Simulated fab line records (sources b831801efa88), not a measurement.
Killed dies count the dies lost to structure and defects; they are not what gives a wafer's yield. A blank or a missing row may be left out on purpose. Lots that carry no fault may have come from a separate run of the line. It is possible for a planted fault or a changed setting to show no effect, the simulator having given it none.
What tool caused it? || flow sfq_line || at 1 step of a route of 325, 6 lots with 18 wafers sampled

== WHAT EACH GAUGE READ, for each wafer ==
SFQ_I0_OVL_MEAS_908.
{"lot": "L985", "measured": "day 18 15:13", "on": "overlay-02", "I0_OVL (nm)": "-10 -7 -5"}
{"lot": "L989", "measured": "day 19 21:47", "on": "overlay-01", "I0_OVL (nm)": "8 13 4"}
{"lot": "L991", "measured": "day 20 19:23", "on": "overlay-01", "I0_OVL (nm)": "-13 -16 -15"}
{"lot": "L997", "measured": "day 23 02:49", "on": "overlay-02", "I0_OVL (nm)": "-7 -8 -16"}
{"lot": "L100", "measured": "day 25 11:29", "on": "overlay-01", "I0_OVL (nm)": "-6 -6 -4"}
{"lot": "L102", "measured": "day 27 03:14", "on": "overlay-01", "I0_OVL (nm)": "5 1 0"}

== WHICH TOOL RAN EACH LOT (tool, then ch and the chambers of the sampled wafers, then the start) ==
No process step before these readings appears in the record.

== THE ANSWER, worked out from the rows above alone ==
Rule: the usual values come from the lots themselves. Put in order of their means at a reading, lots are off if they are a third of the lots or fewer, leave a main group of 4 or more, and stand apart from it by a gap of 3 or more times the standard deviation of the main group's means; of several such gaps the widest counts. The tables above print the reading to a certain number of digits; a main group whose means all agree to those digits is not used. A lot without any number at a reading at which 4 lots or more have one is off too. Any other lot the step has rows for is counted as sound.
Across all readings shown, no lot is off: no conclusion can be drawn from this.

== WHAT THE SIMULATOR HAD INSERTED ==
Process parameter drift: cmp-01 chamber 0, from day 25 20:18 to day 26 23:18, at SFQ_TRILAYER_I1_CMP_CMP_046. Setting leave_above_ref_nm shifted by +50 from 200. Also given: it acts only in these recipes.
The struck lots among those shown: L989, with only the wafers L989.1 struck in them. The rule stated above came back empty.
